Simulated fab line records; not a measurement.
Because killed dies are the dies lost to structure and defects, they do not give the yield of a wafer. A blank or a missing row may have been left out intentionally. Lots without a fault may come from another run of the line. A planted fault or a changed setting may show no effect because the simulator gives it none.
Comparing a struck lot with a sound one :: flow sky130 :: 31 steps out of a route of 708
Sound: these wafers, L956.1, L956.5, L956.6. Struck: wafers L958.1, L958.3, L958.6. The cause comes at the end.
At each step with rows: each side's tool, then ch and its chambers, then its first start. Under that, the readings that differ: sound wafers :: struck wafers :: difference of the means :: sigmas: that difference in standard deviations of wafers without a fault.
alike: readings with means less than 2 such deviations apart, plus words and numbers identical on both sides. not compared: withheld readings, readings lacking a value on some wafer, bounds such as >300 that could conceal the same value, and numbers that have no deviation in the record and whose values overlap.
A row with sigmas, a row that says differs or no value, or rows on one side alone: a step with any of these is where the two part. When numbers do not overlap yet have no deviation, they are printed without sigmas and do not part them. Lack of a reading on every wafer of one side parts them only where that side has two or more wafers.

first, 1 step without rows for these wafers: SKY_PWDE_IMPLANT_08.
SKY_PWDE_STRIP_09: strips in O2/N2.
  sound on plasma-asher-04 ch 0,1, day 7 23:18; struck on plasma-asher-01 ch 0,1, day 8 18:48
  alike: chamber-pressure-mTorr, drypump-motor-current-A, oes-product-au, strip-time-to-endpoint-s
  not compared: rf-hours-counter-h
SKY_PWDE_TW_MEAS_10:
  sound on film-metro-04, day 7 23:24; struck on film-metro-04, day 8 18:54
  alike: PWDE_TW
then, 7 steps without rows for these wafers: SKY_NWELL_DEHYDRATE_03 (time 60 s); SKY_NWELL_HMDS_04 (prime time 60 s); SKY_NWELL_COAT_05 (resist thk 3000 nm); SKY_NWELL_SOFTBAKE_06; SKY_NWELL_EXPOSE_07 (exposes mask NWM, target cd 840 nm); SKY_NWELL_PEB_08; SKY_NWELL_DEVELOP_09 (develop time 60 s).
SKY_NWELL_OVL_MEAS_10:
  sound on overlay-01, day 8 20:15; struck on overlay-02, day 9 15:57
  alike: NWELL_00_OVL
following that, these wafers have no rows for 1 step: SKY_NWELL_IMPLANT_11.
SKY_NWELL_IMPLANT_12:
  sound on implanter-02 ch 0, day 8 20:26; struck on implanter-02 ch 0, day 9 16:08
reading: dose-ions-cm2
sound: 1.3009e+12 1.2988e+12 1.3022e+12
struck: 1.4978e+12 1.495e+12 1.497e+12
difference: +1.9597e+11
sigmas: +99 or more

reading: faraday-current-uA
sound: 7.37 7.45 7.53
struck: 8.22 8.23 8.47
difference: +0.86
sigmas: +5
following that, these wafers have no rows for 1 step: SKY_NWELL_IMPLANT_13.
SKY_NWELL_STRIP_14: strips in O2/N2.
  sound on plasma-asher-02 ch 0,1, day 8 20:44; struck on plasma-asher-04 ch 0, day 9 16:26
  alike: chamber-pressure-mTorr, drypump-motor-current-A, oes-product-au, strip-time-to-endpoint-s
  not compared: rf-hours-counter-h
SKY_NWELL_TW_MEAS_15:
  sound on film-metro-04, day 8 20:50; struck on film-metro-04, day 9 16:32
  alike: NWELL_TW
then, 7 steps without rows for these wafers: SKY_NWELL_DEHYDRATE_16 (time 60 s); SKY_NWELL_HMDS_17 (prime time 60 s); SKY_NWELL_COAT_18 (resist thk 3000 nm); SKY_NWELL_SOFTBAKE_19; SKY_NWELL_EXPOSE_20 (exposes mask NWM COMPLEMENT, target cd 840 nm); SKY_NWELL_PEB_21; SKY_NWELL_DEVELOP_22 (develop time 60 s).
SKY_NWELL_OVL_MEAS_23:
  sound on overlay-01, day 9 17:40; struck on overlay-02, day 10 15:04
  alike: NWELL_01_OVL
following that, these wafers have no rows for 1 step: SKY_NWELL_IMPLANT_24.
SKY_NWELL_STRIP_25: strips in O2/N2.
  sound on plasma-asher-02 ch 0,1, day 9 17:51; struck on plasma-asher-03 ch 1, day 10 15:15
  alike: chamber-pressure-mTorr, drypump-motor-current-A, oes-product-au, strip-time-to-endpoint-s
  not compared: rf-hours-counter-h
SKY_NWELL_TW_MEAS_26:
  sound on film-metro-02, day 9 17:57; struck on film-metro-01, day 10 15:21
  alike: NWELL_2_TW
then, 1 step without rows for these wafers: SKY_NWELL_CLEAN_27 (cleans in SC1/SC2, time 150 s).
SKY_NWELL_RTA_28: time 30 s.
  sound on rtp-anneal-02 ch 0, day 9 18:04; struck on rtp-anneal-01 ch 0, day 10 15:28
reading: wafer_temp_C_max
sound: 1056.6 1054.9 1056.8
struck: 1053.1 1053.9 1055.3
difference: -2.0
sigmas: -2
  alike: lamp-power-pct
SKY_NWELL_RS_MEAS_29: a four-point-probe measurement.
  sound on film-metro-02, day 9 18:10; struck on film-metro-01, day 10 15:34
reading: NWELL_RS (ohm/sq)
sound: 625.1 624.0 624.5
struck: 620.6 619.2 618.6
difference: -5.1
sigmas: -3
-- the record jumps here: 40 days lie between the struck wafers' starts before and after (it left off in module NWELL and takes up again in module PAD_OPEN, whose first step shown is number 708 of the route) --
SKY_PAD_OPEN_PROBE_99:
  sound on prober-02, day 50 00:26; struck on prober-02, day 50 15:32
reading: model.etest.pfet-g5v0d10v5.off-log10-a-um
sound: -12.79 -12.59 -12.58
struck: -13.06 -13.05 -13.16
difference: -0.44
sigmas: 

reading: model.etest.pfet_01v8_lvt.off-log10-a-um
sound: -8.919 -8.986 -9.097
struck: -9.271 -9.304 -9.483
difference: -0.352
sigmas: 

reading: model.etest.pfet-g5v0d10v5.vt-sat-v (V)
sound: -0.6553 -0.6311 -0.6341
struck: -0.6768 -0.6928 -0.7076
difference: -0.0522
sigmas: 

reading: model.etest.pfet_16v.vt-v (V)
sound: -1.109 -1.106 -1.117
struck: -1.131 -1.144 -1.145
difference: -0.029
sigmas: 

reading: model.etest.pfet-g5v0d10v5.vt-v (V)
sound: -0.8534 -0.8282 -0.8262
struck: -0.8546 -0.8707 -0.8831
difference: -0.0335
sigmas: 

reading: model.etest.pfet-g5v0d10v5.vt-long-v (V)
sound: -0.9358 -0.9387 -0.9472
struck: -0.9563 -0.9644 -0.9666
difference: -0.0219
sigmas: 

reading: model.etest.pfet_01v8_lvt.vt-sat-v (V)
sound: -0.4403 -0.4434 -0.4498
struck: -0.4754 -0.4718 -0.4852
difference: -0.0330
sigmas: 
  alike: killed_at_M0_to_M3, killed_at_M4_up, killed-at-contacts, killed-at-front-end, killed-at-other, killed-dies, killed-open, killed-short
  not compared: model.etest.pfet_01v8_lvt.drive-ua-um

## WHERE THEY PART
Last at SKY_NWELL_RS_MEAS_29 as far as this record goes, first at SKY_NWELL_IMPLANT_12. Later steps at which nothing parts them and some readings are alike: SKY_PAD_OPEN_PROBE_99.

WHY: what the simulator had put in
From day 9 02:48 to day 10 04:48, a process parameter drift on implanter-02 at SKY_NWELL_IMPLANT_12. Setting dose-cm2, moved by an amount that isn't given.
